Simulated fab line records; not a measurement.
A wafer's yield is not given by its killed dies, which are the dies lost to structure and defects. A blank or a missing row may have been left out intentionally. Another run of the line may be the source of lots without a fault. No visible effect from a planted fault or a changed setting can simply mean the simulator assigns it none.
Problem report, 8D (eight disciplines) form, completed by code ; flow sky130 ; the parts of the form that need people (team, actions taken, sign-off) are left out

1. THE ISSUE
tiltDeg at SKY_LDD_N_IMPLANT_14 reads a mean of -0.009 degrees on 6 wafers of 2 lots; wafers without a fault read 30.001 degrees with a standard deviation of 0.022. So: -99 or more standard deviations from the usual mean.
First seen on wafer L489.1, day 23 12:14, on implanter-03. At this step, 18 wafers from 6 lots have a number in the record. Rule for "out", or "out of limits": more than 4 standard deviations from the usual mean. Any other wafer with a number is counted as sound.

2. WHAT IT IS, WHAT IT ISN'T
question;is;is not
which readings at this step;tiltDeg;beamEnergyKeV
which lots;L489, L490;L476, L480, L488, L492
which wafers of those lots;all that have a number;-
read on which tools;implanter-03;implanter-01, implanter-02
when;from day 23 12:14;"up to then (9 sound wafers); but 3 sound wafers of L492 came after"

3. SUSPECTS, AND WHAT RULES EACH OUT
Counting: a tool at a process step up to the reading stays a suspect if it ran every lot that is out and no sound lot after the first of them.
- implanter-03 at SKY_LDD_N_IMPLANT_14: kept. All lots that are out passed through it, beginning with L489 at day 23 12:14, and no sound lot followed; its final sound lot before that point was L476 at day 18 08:17. On those wafers its own readings are out: tiltDeg.
Remaining after the count: implanter-03 at SKY_LDD_N_IMPLANT_14.

4. THE CAUSE (what the simulator had put in)
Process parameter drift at SKY_LDD_N_IMPLANT_14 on implanter-03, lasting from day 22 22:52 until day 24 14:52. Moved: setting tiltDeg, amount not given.
The count eliminated every tool but this one.

5. THE EFFECT CHAIN, in route order
Rows list readings where the struck wafers' mean (over those with a number) sits beyond 3 standard deviations from the usual. Only readings whose record carries a usual standard deviation are examined. hours: median over the lots of the time between each lot's start at the first step of this table that gives one and its start at this step. sigmas: the change, counted in usual standard deviations.
hours;step;reading;usual;on struck wafers;change;sigmas
0;SKY_LDD_N_IMPLANT_14;tiltDeg;30.001 degrees;-0.009;-30.011;-99 or more
The process steps in it:
- SKY_LDD_N_IMPLANT_14

6. WHAT WOULD HAVE CAUGHT IT SOONER
In this record the first reading out of limits was taken at day 23 12:14, 13 hours after the fault began at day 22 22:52.
